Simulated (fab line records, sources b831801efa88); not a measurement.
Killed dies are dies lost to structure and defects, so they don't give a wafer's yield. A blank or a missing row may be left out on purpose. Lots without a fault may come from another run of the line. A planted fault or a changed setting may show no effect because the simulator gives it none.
fab line records | flow sky130
record lots=14 wafers=42 last_day=50
route steps=708 shown LOCAL_INTERCONNECT@397
lots that met no fault: from a run of the same line without faults
start_h: hours from the record's first day to the start of the lot's first wafer shown | wait_h: hours since the lot's step before | " the same as in the row above | L1.1+2: a row that stands for several wafers | - no value, or no start given | * or withheld: withheld | < > ~ a bound
route shown NAME@n: a module of which the file shows steps, and the number in the route of the first | usual: mean/standard deviation of fault-free wafers | same: alike in all rows | chamber/n: place in a boat | sites: the reading at each site | _std_site: their standard deviation | _edge_site: outer sites' mean less inner sites' | radius_mm: how far each site lies from the wafer's centre | mask NAME#n: copy n | behind: the tool/chamber that last shaped the wafer | hold: why the lot was held/for how many hours/how that ended | device: the transistor (n, p or np) that didn't switch | end of line: the same wafers' tests at the end of the route | a step without rows: its recipe alone | killed: dies lost to structure and defects at the first sort, not the wafer's yield | map: a wafer's dies, x killed, . not, _ none there
set.NAME: the setting as run; set.NAME@STEP: as run at that earlier step | model.NAME: the simulator's own value behind a step, which no gauge read
steps of the route over a sample of lots; a table a step, a row a wafer
## steps
# step SKY_LOCAL_INTERCONNECT_DEVELOP_10
# recipe develop_time_s=60 resist=KrF-thick dev_temp_c=21
# usual chill_plate_temp_C=23.04/0.11 develop_time_s=60/0
# columns lot.wafer tool chamber start_h wait_h chill_plate_temp_C develop_time_s
L598.3 litho_track-04 0 696 - 23.14 60
L598.4 " 0 " " 23.06 60
L598.5 " 0 " " 23.14 60
L601.1 litho_track-02 0 730 - 22.92 60
L601.3 " 0 " " 23.02 60
L601.6 " 0 " " 22.96 60
L602.3 litho_track-03 0 740 - 22.92 60
L602.4 " 0 " " 22.79 60
L602.6 " 0 " " 22.80 60
L603.2 litho_track-02 0 748 - 22.92 60
L603.3 " 0 " " 23.00 60
L603.4 " 0 " " 22.91 60
L604.2 litho_track-04 0 760 - 23.12 60
L604.4 " 0 " " 23.14 60
L604.6 " 0 " " 23.19 60
L605.3 litho_track-04 0 767 - 23.01 60
L605.4 " 0 " " 22.81 60
L605.5 " 0 " " 23.04 60
L607.1 litho_track-02 0 778 - 22.85 60
L607.3 " 0 " " 22.98 60
L607.5 " 0 " " 22.99 60
L608.2 litho_track-02 0 785 - 23.19 60
L608.3 " 0 " " 23.18 60
L608.4 " 0 " " 23.24 60
L616.2 litho_track-03 - 847 - - -
L616.5 " - " " - -
L616.6 " - " " - -
L617.1 litho_track-02 - 854 - - -
L617.4 " - " " - -
L617.5 " - " " - -
L618.1 litho_track-04 0 864 - 23.08 60
L618.2 " 0 " " 23.07 60
L618.3 " 0 " " 23.05 60
L619.4 litho_track-03 0 872 - 22.90 60
L619.5 " 0 " " 22.97 60
L619.6 " 0 " " 22.91 60
L620.3 litho_track-04 0 875 - 23.14 60
L620.4 " 0 " " 23.16 60
L620.5 " 0 " " 23.16 60
L621.1 litho_track-03 0 882 - 23.15 60
L621.2 " 0 883 - 23.03 60
L621.6 " 0 " " 23.13 60
## key
first_sign step=SKY_LOCAL_INTERCONNECT_DEVELOP_10 reading=tool_record direction=missing
effect none on later readings
met_at SKY_LOCAL_INTERCONNECT_DEVELOP_10
struck_lots L616,L617
later_rows_left_out L616.2,L616.5,L616.6,L617.1,L617.4,L617.5
sort_left_out L616.2,L616.5,L616.6,L617.1,L617.4,L617.5
tester_left_out L616,L617
onset_between 785 847
fault kind=skipped_step_whole tool=litho_track-02,litho_track-03 chamber=- onset_h=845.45 steps=SKY_LOCAL_INTERCONNECT_DEVELOP_10 scope=struck_lots_only
# tester_left_out: of these lots the tester's yield and bins aren't shown, on N5 and GAA mostly nor the transistor test; their killed dies are dies lost to structure and defects alone, not to doping, threshold or leakage, so they don't give the yield
# sort_left_out: the simulated sort isn't trusted on such a fault, so these wafers' sort isn't shown, and their yield isn't known
# later_rows_left_out: the simulator's readings of these wafers behind a module that went badly wrong aren't trusted and aren't shown, but for the sort
